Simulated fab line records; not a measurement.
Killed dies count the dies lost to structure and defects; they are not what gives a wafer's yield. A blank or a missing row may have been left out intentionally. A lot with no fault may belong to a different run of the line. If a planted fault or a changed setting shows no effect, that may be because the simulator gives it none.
fab line records ; flow gf180mcu ; part 1 of 2: steps 1 to 31 of 43
record lots=5; wafers=15; last_day=34
route steps=602 shown STI@22 DNWELL@32 NWELL@42 LVPWELL@54
lots that met no fault: taken from a fault-free run of the same line
start_h: start of the lot's first displayed wafer, in hours after the record's first day ; wait_h: hours elapsed since this lot's preceding step ; " as in the row above ; L1.1+2: several wafers, shown together as one row ; - no value, or no start given ; * or withheld: withheld ; < > ~ a bound
route shown NAME@n: names a module that has steps shown in the file, with the first one's number in the route ; usual: average and standard deviation across the fault-free wafers ; same: alike in all rows ; chamber/n: place in a boat ; sites: each site's reading ; _std_site: the standard deviation of these ; _edge_site: outer sites' mean less inner sites' ; radius_mm: for every site, how far away it sits from the centre of the wafer ; mask NAME#n: copy n ; behind: tool/chamber where the wafer was last shaped ; hold: why the lot went on hold/how many hours it stayed there/how the hold came to an end ; device: the transistor (n, p or np) that didn't switch ; end of line: the route-end tests of the same wafers ; a step with no rows: only its recipe ; killed: not the wafer's yield, but the dies lost to structure and defects at the first sort ; map: a wafer's dies, x killed, . not, _ none there
set.NAME: the setting that was run; set.NAME@STEP: the one run at that earlier step ; model.NAME: the simulator's own value behind a step, which no gauge read
lots at some steps of the route; a table a step, a row a wafer
services: when a tool's chamber went out of use (start_h, in hours from the record's first day, below 0 if earlier), for how many hours, and the reason
## steps
# step GF_STI_OXIDATION_21
# recipe temp_c=1000; ambient=O2; stabilise_s=600; purge_s=300; target_thk_a=150; ox_time_s=458
# usual zone_power_centre_pct=23.3/0.62; zone_power_top_pct=37/3.6
lot.wafer;tool;chamber;start_h;wait_h;zone_power_centre_pct;zone_power_top_pct
L075.4;furnace-02;0;31.51;0.9;24.0;34
L075.5;furnace-02;0;31.51;0.9;23.6;34
L075.6;furnace-02;0;31.51;0.9;23.4;34
L081.2;furnace-02;0;76.42;1.2;24.1;34
L081.4;furnace-02;0;76.42;1.2;24.4;34
L081.6;furnace-02;0;76.42;1.2;23.7;33
L083.3;furnace-02;0;78.99;0.8;24.0;34
L083.4;furnace-02;0;78.99;0.8;23.8;34
L083.6;furnace-02;0;78.99;0.8;23.4;34
L096.1;furnace-02;0;143.87;2.7;23.6;34
L096.3;furnace-02;0;143.87;2.7;24.0;34
L096.4;furnace-02;0;143.87;2.7;24.1;34
L097.1;furnace-02;0;146.24;1.6;23.9;34
L097.3;furnace-02;0;146.24;1.6;23.8;34
L097.5;furnace-02;0;146.24;1.6;23.4;35
# step GF_STI_THK_MEAS_22
# recipe reads=SiO2_of_STI_OXIDATION_21
# usual STI_OXIDATION_01_THK=14.98/0.22
lot.wafer;tool;chamber;start_h;wait_h;STI_OXIDATION_01_THK[nm]
L075.4;film_metro-01;-;32.67;0.0;14.65
L075.5;film_metro-01;-;32.67;0.0;14.88
L075.6;film_metro-01;-;32.67;0.0;15.13
L081.2;film_metro-01;-;77.56;0.0;14.84
L081.4;film_metro-01;-;77.56;0.0;14.90
L081.6;film_metro-01;-;77.56;0.0;14.70
L083.3;film_metro-01;-;80.14;0.0;14.98
L083.4;film_metro-01;-;80.14;0.0;15.02
L083.6;film_metro-01;-;80.14;0.0;14.90
L096.1;film_metro-01;-;144.99;0.0;15.16
L096.3;film_metro-01;-;144.99;0.0;15.38
L096.4;film_metro-01;-;144.99;0.0;15.04
L097.1;film_metro-01;-;147.37;0.0;15.11
L097.3;film_metro-01;-;147.37;0.0;15.11
L097.5;film_metro-01;-;147.37;0.0;14.81
# step GF_STI_CVD_23
# recipe material=SiO2; target_thk_nm=650; sigma_open_frac=0.3; time_s=108.3; temp_c=600; sih4_flow_sccm=60; pressure_mtorr=6
lot.wafer;tool;chamber;start_h;wait_h
L075.4+5+6;hdpcvd-01;0,1,2;32.74;0.1
L081.2+4+6;hdpcvd-02;2,1,2;77.61;0.0
L083.3+4+6;hdpcvd-02;0,0,2;80.18;0.0
L096.1+3+4;hdpcvd-01;2,0,0;145.05;0.1
L097.1+3+5;hdpcvd-01;0,2,0;147.43;0.1
# step GF_STI_THK_MEAS_24
# recipe reads=SiO2_of_STI_CVD_23
# usual STI_CVD_23_THK=652/6.2
lot.wafer;tool;chamber;start_h;wait_h;STI_CVD_23_THK[nm]
L075.4;film_metro-03;-;32.81;0.0;652
L075.5;film_metro-03;-;32.81;0.0;650
L075.6;film_metro-03;-;32.81;0.0;649
L081.2;film_metro-01;-;77.69;0.0;648
L081.4;film_metro-01;-;77.69;0.0;639
L081.6;film_metro-01;-;77.69;0.0;646
L083.3;film_metro-01;-;80.28;0.1;644
L083.4;film_metro-01;-;80.28;0.1;651
L083.6;film_metro-01;-;80.28;0.1;649
L096.1;film_metro-01;-;145.13;0.0;658
L096.3;film_metro-01;-;145.13;0.0;648
L096.4;film_metro-01;-;145.13;0.0;652
L097.1;film_metro-03;-;147.51;0.0;655
L097.3;film_metro-03;-;147.51;0.0;667
L097.5;film_metro-03;-;147.51;0.0;652
# step GF_STI_CMP_25
# recipe stop_on=Si3N4; t_overpolish_s=33; down_force_psi=4; platen_rpm=60; target_thk_nm=524.6; pad_velocity_m_s=0.94248
# usual motor_current_A=12.0/1.1; overpolish_run_s=33.000/0.0085; retaining_ring_pressure_frac=1.000/0.0044; time_to_endpoint_s=122/4.6
lot.wafer;tool;chamber;start_h;wait_h;motor_current_A;overpolish_run_s;retaining_ring_pressure_frac;time_to_endpoint_s
L075.4;cmp-01;1;32.84;0.0;12.7;32.984;1.003;122
L075.5;cmp-01;1;32.84;0.0;11.8;32.996;1.004;118
L075.6;cmp-01;2;32.84;0.0;10.8;32.996;1.003;113
L081.2;cmp-01;0;78.64;0.9;13.1;32.982;1.008;122
L081.4;cmp-01;1;78.64;0.9;12.3;33.006;0.999;111
L081.6;cmp-01;3;78.64;0.9;11.0;32.985;1.000;116
L083.3;cmp-01;1;80.39;0.1;12.2;32.993;1.000;120
L083.4;cmp-01;2;80.39;0.1;10.2;33.007;1.003;116
L083.6;cmp-01;2;80.39;0.1;10.3;33.015;0.998;116
L096.1;cmp-02;3;145.19;0.1;12.4;33.004;0.999;129
L096.3;cmp-02;0;145.19;0.1;14.5;32.996;0.997;124
L096.4;cmp-02;2;145.19;0.1;11.1;32.984;1.001;122
L097.3;cmp-01;2;147.57;0.0;10.7;33.002;1.001;120
L097.1;cmp-01;1;147.57;0.0;11.7;32.988;1.000;119
L097.5;cmp-01;2;147.57;0.0;10.2;33.014;1.005;115
# step GF_STI_WET_ETCH_26
# recipe chemistry=dHF; target_depth_nm=94; target=SiO2; temp_c=25; dilution=10:1; time_s=188
lot.wafer;tool;chamber;start_h;wait_h
L075.4+5+6;wet_bench-01;1;33.14;0.2
L081.2+4+6;wet_bench-03;2;78.89;0.2
L083.3+4+6;wet_bench-01;0;80.69;0.2
L096.1+3+4;wet_bench-01;1;145.49;0.2
L097.1+3+5;wet_bench-01;2;147.87;0.1
# step GF_STI_WET_ETCH_27
# recipe chemistry=H3PO4; target_depth_nm=160; target=Si3N4; temp_c=160; time_s=1825
lot.wafer;tool;chamber;start_h;wait_h
L075.4+5+6;wet_bench-02;0;33.20;0.0
L081.2+4+6;wet_bench-01;2;78.95;0.0
L083.3+4+6;wet_bench-02;2;80.81;0.0
L096.1+3+4;wet_bench-02;1;145.55;0.0
L097.1+3+5;wet_bench-02;2;147.93;0.0
# step GF_STI_WET_ETCH_28
# recipe chemistry=dHF; target_depth_nm=20; dry=ipa_marangoni; target=SiO2; temp_c=25; dilution=10:1; time_s=40
lot.wafer;tool;chamber;start_h;wait_h
L075.4+5+6;wet_bench-03;1;33.71;0.0
L081.2+4+6;wet_bench-01;0;79.98;0.0
L083.3+4+6;wet_bench-02;2;81.39;0.0
L096.1+3+4;wet_bench-01;2;146.07;0.0
L097.1+3+5;wet_bench-03;1;148.44;0.0
# step GF_STI_OXIDATION_29
# recipe temp_c=900; ambient=O2; stabilise_s=600; purge_s=300; target_thk_a=100; ox_time_s=1418
# usual zone_power_centre_pct=18.3/0.49; zone_power_top_pct=32/3.1
lot.wafer;tool;chamber;start_h;wait_h;zone_power_centre_pct;zone_power_top_pct
L075.4;furnace-02;0;33.73;0.0;19.1;28
L075.5;furnace-02;0;33.73;0.0;18.7;28
L075.6;furnace-02;0;33.73;0.0;19.0;28
L081.2;furnace-02;0;80.12;0.1;18.6;29
L081.4;furnace-02;0;80.12;0.1;19.0;29
L081.6;furnace-02;0;80.12;0.1;18.8;29
L083.3;furnace-01;0;83.89;2.5;17.9;35
L083.4;furnace-01;0;83.89;2.5;17.6;34
L083.6;furnace-01;0;83.89;2.5;18.1;35
L096.1;furnace-02;0;150.21;4.1;18.5;28
L096.3;furnace-02;0;150.21;4.1;19.0;29
L096.4;furnace-02;0;150.21;4.1;19.1;29
L097.1;furnace-02;0;150.21;1.7;18.8;28
L097.3;furnace-02;0;150.21;1.7;18.7;28
L097.5;furnace-02;0;150.21;1.7;18.8;28
# step GF_STI_THK_MEAS_30
# recipe reads=SiO2_of_STI_OXIDATION_29
# usual STI_OXIDATION_02_THK=9.98/0.17
lot.wafer;tool;chamber;start_h;wait_h;STI_OXIDATION_02_THK[nm]
L075.4;film_metro-01;-;35.16;0.0;9.77
L075.5;film_metro-01;-;35.16;0.0;9.93
L075.6;film_metro-01;-;35.16;0.0;9.76
L081.2;film_metro-03;-;81.57;0.1;9.83
L081.4;film_metro-03;-;81.57;0.1;9.82
L081.6;film_metro-03;-;81.57;0.1;9.90
L083.3;film_metro-01;-;85.31;0.0;9.85
L083.4;film_metro-01;-;85.31;0.0;10.02
L083.6;film_metro-01;-;85.31;0.0;9.93
L096.1;film_metro-01;-;151.60;0.0;10.08
L096.3;film_metro-01;-;151.60;0.0;9.97
L096.4;film_metro-01;-;151.60;0.0;9.97
L097.1;film_metro-04;-;151.60;0.0;9.94
L097.3;film_metro-04;-;151.60;0.0;10.03
L097.5;film_metro-04;-;151.60;0.0;10.09
# step GF_DNWELL_DEHYDRATE_00
# recipe temp_c=200; time_s=60
lot.wafer;tool;chamber;start_h;wait_h
L075.4+5+6;litho_track-02;0;40.98;5.8
L081.2+4+6;litho_track-04;0;87.61;6.0
L083.3+4+6;litho_track-04;0;91.44;6.1
L096.1+3+4;litho_track-02;0;158.75;7.1
L097.1+3+5;litho_track-03;0;159.04;7.4
# step GF_DNWELL_HMDS_01
# recipe prime_time_s=60; prime_temp_c=120
# usual prime_temp_c=120.06/0.14
lot.wafer;tool;chamber;start_h;wait_h;prime_temp_c
L075.4;litho_track-02;0;41.13;0.1;120.02
L075.5;litho_track-02;0;41.13;0.1;120.17
L075.6;litho_track-02;0;41.13;0.1;120.10
L081.2;litho_track-04;0;87.76;0.1;119.97
L081.4;litho_track-04;0;87.76;0.1;119.92
L081.6;litho_track-04;0;87.76;0.1;119.91
L083.3;litho_track-04;0;91.59;0.1;120.31
L083.4;litho_track-04;0;91.59;0.1;119.99
L083.6;litho_track-04;0;91.59;0.1;120.05
L096.1;litho_track-02;0;158.90;0.1;120.11
L096.3;litho_track-02;0;158.90;0.1;120.11
L096.4;litho_track-02;0;158.90;0.1;119.94
L097.1;litho_track-03;0;159.19;0.1;119.91
L097.3;litho_track-03;0;159.19;0.1;120.04
L097.5;litho_track-03;0;159.19;0.1;120.05
# step GF_DNWELL_COAT_02
# recipe spin_rpm=2000; resist_thk_nm=3000
lot.wafer;tool;chamber;start_h;wait_h
L075.4+5+6;litho_track-02;0;41.28;0.1
L081.2+4+6;litho_track-04;0;87.91;0.1
L083.3+4+6;litho_track-04;0;91.74;0.1
L096.1+3+4;litho_track-02;0;159.05;0.1
L097.1+3+5;litho_track-03;0;159.34;0.1
# step GF_DNWELL_SOFTBAKE_03
# recipe temp_c=110; time_s=withheld
lot.wafer;tool;chamber;start_h;wait_h
L075.4+5+6;litho_track-02;0;41.46;0.1
L081.2+4+6;litho_track-04;0;88.07;0.1
L083.3+4+6;litho_track-04;0;91.91;0.1
L096.1+3+4;litho_track-02;0;159.20;0.1
L097.1+3+5;litho_track-03;0;159.49;0.1
# step GF_DNWELL_EXPOSE_04
# recipe mask_id=DNWELL; target_cd_nm=1700; na=0.6; source_shape=conventional; sigma_outer=0.6; dose_mj=260
# usual focus_offset_nm=0.1/0.47
lot.wafer;tool;chamber;start_h;wait_h;mask;focus_offset_nm
L075.4;iline_stepper-02;0;-;-;DNWELL#0;0.2
L075.5;iline_stepper-02;0;-;-;DNWELL#0;0.2
L075.6;iline_stepper-02;0;-;-;DNWELL#0;0.2
L081.2;iline_stepper-02;0;-;-;DNWELL#0;0.6
L081.4;iline_stepper-02;0;-;-;DNWELL#0;0.2
L081.6;iline_stepper-02;0;-;-;DNWELL#0;0.8
L083.3;iline_stepper-02;0;-;-;DNWELL#0;0.7
L083.4;iline_stepper-02;0;-;-;DNWELL#0;0.3
L083.6;iline_stepper-02;0;-;-;DNWELL#0;0.2
L096.1;iline_stepper-01;0;-;-;DNWELL#0;-0.3
L096.3;iline_stepper-01;0;-;-;DNWELL#0;-0.1
L096.4;iline_stepper-01;0;-;-;DNWELL#0;0.0
L097.1;iline_stepper-01;0;-;-;DNWELL#0;0.0
L097.3;iline_stepper-01;0;-;-;DNWELL#0;0.3
L097.5;iline_stepper-01;0;-;-;DNWELL#0;0.4
# step GF_DNWELL_PEB_05
# recipe temp_c=115; time_s=withheld
lot.wafer;tool;chamber;start_h;wait_h
L075.4+5+6;litho_track-03;0;-;-
L081.2+4+6;litho_track-04;0;-;-
L083.3+4+6;litho_track-04;0;-;-
L096.1+3+4;litho_track-02;0;-;-
L097.1+3+5;litho_track-04;0;-;-
# step GF_DNWELL_DEVELOP_06
# recipe wall_angle_deg=90; develop_time_s=60; dev_temp_c=23
# usual developer_temp_C=22.99/0.1
# same develop_time_s=60
lot.wafer;tool;chamber;start_h;wait_h;developer_temp_C
L075.4;litho_track-03;0;-;-;22.99
L075.5;litho_track-03;0;-;-;22.91
L075.6;litho_track-03;0;-;-;22.98
L081.2;litho_track-04;0;-;-;22.88
L081.4;litho_track-04;0;-;-;22.95
L081.6;litho_track-04;0;-;-;22.78
L083.3;litho_track-04;0;-;-;23.08
L083.4;litho_track-04;0;-;-;23.12
L083.6;litho_track-04;0;-;-;23.01
L096.1;litho_track-02;0;-;-;23.08
L096.3;litho_track-02;0;-;-;23.05
L096.4;litho_track-02;0;-;-;22.98
L097.1;litho_track-04;0;-;-;22.91
L097.3;litho_track-04;0;-;-;23.10
L097.5;litho_track-04;0;-;-;22.88
# step GF_DNWELL_IMPLANT_07
# recipe species=P; energy_kev=1500; dose_cm2=1e+13; tilt_deg=0
lot.wafer;tool;chamber;start_h;wait_h
L075.4+5+6;implanter-03;0;47.27;-
L081.2+4+6;implanter-02;0;95.26;-
L083.3+4+6;implanter-03;0;99.14;-
L096.1+3+4;implanter-03;0;166.80;-
L097.1+3+5;implanter-04;0;166.99;-
# step GF_DNWELL_STRIP_08
# recipe chemistry=O2/N2; power_w=1400; pressure_mtorr=1500; platen_temp_c=250; o2_flow_sccm=3000; n2_flow_sccm=300; overash_fraction=0.5
# usual drypump_motor_current_A=5.7/0.32; heater_power_w=312/40; oes_product_au=0.722/0.0047; strip_time_to_endpoint_s=37.00/0.097
lot.wafer;tool;chamber;start_h;wait_h;drypump_motor_current_A;heater_power_w;oes_product_au;rf_hours_counter_h;strip_time_to_endpoint_s
L075.4;plasma_asher-03;0;47.38;0.1;5.8;260;0.728;-;36.91
L075.5;plasma_asher-03;1;47.38;0.1;5.4;254;0.724;-;37.01
L075.6;plasma_asher-03;0;47.38;0.1;5.8;252;0.728;-;36.90
L081.2;plasma_asher-02;1;95.39;0.1;6.1;336;0.723;52;37.02
L081.4;plasma_asher-02;0;95.39;0.1;5.8;310;0.722;-;36.92
L081.6;plasma_asher-02;1;95.39;0.1;6.1;330;0.714;-;36.99
L083.3;plasma_asher-03;0;99.27;0.1;5.8;253;0.722;-;37.03
L083.4;plasma_asher-03;1;99.27;0.1;5.4;264;0.723;-;37.02
L083.6;plasma_asher-03;0;99.27;0.1;5.8;249;0.723;-;37.01
L096.1;plasma_asher-04;1;166.95;0.1;5.7;305;0.729;56;36.74
L096.3;plasma_asher-04;1;166.95;0.1;5.6;305;0.724;-;36.90
L096.4;plasma_asher-04;0;166.95;0.1;5.2;362;0.719;-;36.90
L097.1;plasma_asher-02;0;167.14;0.1;5.9;300;0.726;60;36.98
L097.3;plasma_asher-02;0;167.14;0.1;5.9;308;0.722;-;37.11
L097.5;plasma_asher-02;0;167.14;0.1;5.9;307;0.709;-;36.91
# step GF_DNWELL_TW_MEAS_09
# usual DNWELL_TW=1349/13
lot.wafer;tool;chamber;start_h;wait_h;DNWELL_TW
L075.4;film_metro-03;-;47.47;0.1;1361
L075.5;film_metro-03;-;47.47;0.1;1364
L075.6;film_metro-03;-;47.47;0.1;1368
L081.2;film_metro-02;-;95.50;0.1;1339
L081.4;film_metro-02;-;95.50;0.1;1345
L081.6;film_metro-02;-;95.50;0.1;1341
L083.3;film_metro-03;-;99.36;0.1;1366
L083.4;film_metro-03;-;99.36;0.1;1356
L083.6;film_metro-03;-;99.36;0.1;1375
L096.1;film_metro-02;-;167.05;0.1;1335
L096.3;film_metro-02;-;167.05;0.1;1345
L096.4;film_metro-02;-;167.05;0.1;1331
L097.1;film_metro-03;-;167.24;0.1;1362
L097.3;film_metro-03;-;167.24;0.1;1369
L097.5;film_metro-03;-;167.24;0.1;1361
# step GF_NWELL_DEHYDRATE_00
# recipe temp_c=200; time_s=60
lot.wafer;tool;chamber;start_h;wait_h
L075.4+5+6;litho_track-01;0;52.95;5.5
L081.2+4+6;litho_track-01;0;102.10;6.6
L083.3+4+6;litho_track-01;0;105.93;6.6
L096.1+3+4;litho_track-02;0;174.70;7.6
L097.1+3+5;litho_track-01;0;174.72;7.5
# step GF_NWELL_HMDS_01
# recipe prime_time_s=60; prime_temp_c=120
# usual prime_temp_c=120.00/0.12
lot.wafer;tool;chamber;start_h;wait_h;prime_temp_c
L075.4;litho_track-01;0;53.10;0.1;119.82
L075.5;litho_track-01;0;53.10;0.1;119.98
L075.6;litho_track-01;0;53.10;0.1;120.11
L081.2;litho_track-01;0;102.25;0.1;119.90
L081.4;litho_track-01;0;102.25;0.1;119.79
L081.6;litho_track-01;0;102.25;0.1;119.86
L083.3;litho_track-01;0;106.08;0.1;120.00
L083.4;litho_track-01;0;106.08;0.1;120.22
L083.6;litho_track-01;0;106.08;0.1;120.02
L096.1;litho_track-02;0;174.85;0.1;120.09
L096.3;litho_track-02;0;174.85;0.1;119.92
L096.4;litho_track-02;0;174.85;0.1;119.99
L097.1;litho_track-01;0;174.87;0.1;119.80
L097.3;litho_track-01;0;174.87;0.1;120.13
L097.5;litho_track-01;0;174.87;0.1;119.80
# step GF_NWELL_COAT_02
# recipe spin_rpm=2000; resist_thk_nm=3000
lot.wafer;tool;chamber;start_h;wait_h
L075.4+5+6;litho_track-01;0;53.25;0.1
L081.2+4+6;litho_track-01;0;102.40;0.1
L083.3+4+6;litho_track-01;0;106.23;0.1
L096.1+3+4;litho_track-02;0;175.00;0.1
L097.1+3+5;litho_track-01;0;175.02;0.1
# step GF_NWELL_SOFTBAKE_03
# recipe temp_c=110; time_s=withheld
lot.wafer;tool;chamber;start_h;wait_h
L075.4+5+6;litho_track-01;0;53.43;0.1
L081.2+4+6;litho_track-01;0;102.56;0.1
L083.3+4+6;litho_track-01;0;106.39;0.1
L096.1+3+4;litho_track-02;0;175.15;0.1
L097.1+3+5;litho_track-01;0;175.17;0.1
# step GF_NWELL_EXPOSE_04
# recipe mask_id=Nwell; target_cd_nm=860; na=0.6; source_shape=conventional; sigma_outer=0.6; dose_mj=260
# usual focus_offset_nm=0.0/0.49
lot.wafer;tool;chamber;start_h;wait_h;mask;focus_offset_nm
L075.4;iline_stepper-02;0;-;-;Nwell#0;-0.5
L075.5;iline_stepper-02;0;-;-;Nwell#0;0.2
L075.6;iline_stepper-02;0;-;-;Nwell#0;0.0
L081.2;iline_stepper-02;0;-;-;Nwell#0;0.2
L081.4;iline_stepper-02;0;-;-;Nwell#0;0.3
L081.6;iline_stepper-02;0;-;-;Nwell#0;0.5
L083.3;iline_stepper-02;0;-;-;Nwell#0;0.7
L083.4;iline_stepper-02;0;-;-;Nwell#0;0.1
L083.6;iline_stepper-02;0;-;-;Nwell#0;-0.5
L096.1;iline_stepper-01;0;-;-;Nwell#0;0.2
L096.3;iline_stepper-01;0;-;-;Nwell#0;-0.7
L096.4;iline_stepper-01;0;-;-;Nwell#0;0.6
L097.1;iline_stepper-02;0;-;-;Nwell#0;0.0
L097.3;iline_stepper-02;0;-;-;Nwell#0;0.6
L097.5;iline_stepper-02;0;-;-;Nwell#0;0.6
# step GF_NWELL_PEB_05
# recipe temp_c=115; time_s=withheld
lot.wafer;tool;chamber;start_h;wait_h
L075.4+5+6;litho_track-02;0;-;-
L081.2+4+6;litho_track-01;0;-;-
L083.3+4+6;litho_track-02;0;-;-
L096.1+3+4;litho_track-04;0;-;-
L097.1+3+5;litho_track-02;0;-;-
# step GF_NWELL_DEVELOP_06
# recipe wall_angle_deg=90; develop_time_s=60; dev_temp_c=23
# usual developer_temp_C=23.01/0.089
# same develop_time_s=60
lot.wafer;tool;chamber;start_h;wait_h;developer_temp_C
L075.4;litho_track-02;0;-;-;22.99
L075.5;litho_track-02;0;-;-;22.78
L075.6;litho_track-02;0;-;-;23.13
L081.2;litho_track-01;0;-;-;22.99
L081.4;litho_track-01;0;-;-;22.90
L081.6;litho_track-01;0;-;-;22.93
L083.3;litho_track-02;0;-;-;23.12
L083.4;litho_track-02;0;-;-;22.87
L083.6;litho_track-02;0;-;-;23.06
L096.1;litho_track-04;0;-;-;22.96
L096.3;litho_track-04;0;-;-;22.98
L096.4;litho_track-04;0;-;-;23.05
L097.1;litho_track-02;0;-;-;22.96
L097.3;litho_track-02;0;-;-;23.14
L097.5;litho_track-02;0;-;-;22.97
# step GF_NWELL_OVL_MEAS_07
# usual NWELL_OVL=-0.5/1.5
lot.wafer;tool;chamber;start_h;wait_h;NWELL_OVL[nm]
L075.4;overlay-02;-;59.82;-;1.6
L075.5;overlay-02;-;59.82;-;1.5
L075.6;overlay-02;-;59.82;-;0.3
L081.2;overlay-02;-;109.53;-;-1.4
L081.4;overlay-02;-;109.53;-;-1.0
L081.6;overlay-02;-;109.53;-;-2.1
L083.3;overlay-01;-;113.42;-;0.5
L083.4;overlay-01;-;113.42;-;1.5
L083.6;overlay-01;-;113.42;-;2.7
L096.1;overlay-01;-;183.19;-;-0.6
L096.3;overlay-01;-;183.19;-;-0.1
L096.4;overlay-01;-;183.19;-;1.5
L097.1;overlay-02;-;183.30;-;1.3
L097.3;overlay-02;-;183.30;-;-0.5
L097.5;overlay-02;-;183.30;-;-0.8
# step GF_NWELL_IMPLANT_08
# recipe species=P; energy_kev=450; dose_cm2=1.5e+13; tilt_deg=0
lot.wafer;tool;chamber;start_h;wait_h
L075.4+5+6;implanter-02;0;59.92;0.1
L081.2+4+6;implanter-02;0;109.59;0.0
L083.3+4+6;implanter-01;0;113.49;0.1
L096.1+3+4;implanter-02;0;183.22;0.0
L097.1+3+5;implanter-01;0;183.34;0.0
# step GF_NWELL_IMPLANT_09
# recipe species=P; energy_kev=160; dose_cm2=4e+12; tilt_deg=0
lot.wafer;tool;chamber;start_h;wait_h
L075.4+5+6;implanter-02;0;60.07;0.1
L081.2+4+6;implanter-02;0;109.74;0.1
L083.3+4+6;implanter-01;0;113.64;0.1
L096.1+3+4;implanter-02;0;183.37;0.1
L097.1+3+5;implanter-01;0;183.49;0.1
# step GF_NWELL_STRIP_10
# recipe chemistry=O2/N2; power_w=1400; pressure_mtorr=1500; platen_temp_c=250; o2_flow_sccm=3000; n2_flow_sccm=300; overash_fraction=0.5
# usual drypump_motor_current_A=5.77/0.29; heater_power_w=296/33; oes_product_au=0.722/0.004; strip_time_to_endpoint_s=37.02/0.09
lot.wafer;tool;chamber;start_h;wait_h;drypump_motor_current_A;heater_power_w;oes_product_au;rf_hours_counter_h;strip_time_to_endpoint_s
L075.4;plasma_asher-03;0;60.17;0.1;5.82;255;0.721;-;37.22
L075.5;plasma_asher-03;0;60.17;0.1;5.80;261;0.721;-;37.16
L075.6;plasma_asher-03;1;60.17;0.1;5.36;258;0.716;-;37.17
L081.2;plasma_asher-02;0;109.86;0.1;5.89;309;0.729;54;37.00
L081.4;plasma_asher-02;0;109.86;0.1;5.89;301;0.721;-;37.06
L081.6;plasma_asher-02;0;109.86;0.1;5.87;302;0.720;-;37.09
L083.3;plasma_asher-03;0;113.77;0.1;5.81;257;0.728;-;36.98
L083.4;plasma_asher-03;1;113.77;0.1;5.38;261;0.722;-;36.97
L083.6;plasma_asher-03;0;113.77;0.1;5.78;256;0.722;-;37.09
L096.1;plasma_asher-02;1;183.52;0.1;6.14;326;0.724;62;36.96
L096.3;plasma_asher-02;1;183.52;0.1;6.12;326;0.724;-;36.99
L096.4;plasma_asher-02;0;183.52;0.1;5.86;306;0.722;-;37.04
L097.1;plasma_asher-03;0;183.64;0.1;5.81;256;0.729;28;36.98
L097.3;plasma_asher-03;0;183.64;0.1;5.83;265;0.721;-;36.85
L097.5;plasma_asher-03;0;183.64;0.1;5.83;250;0.725;-;36.95
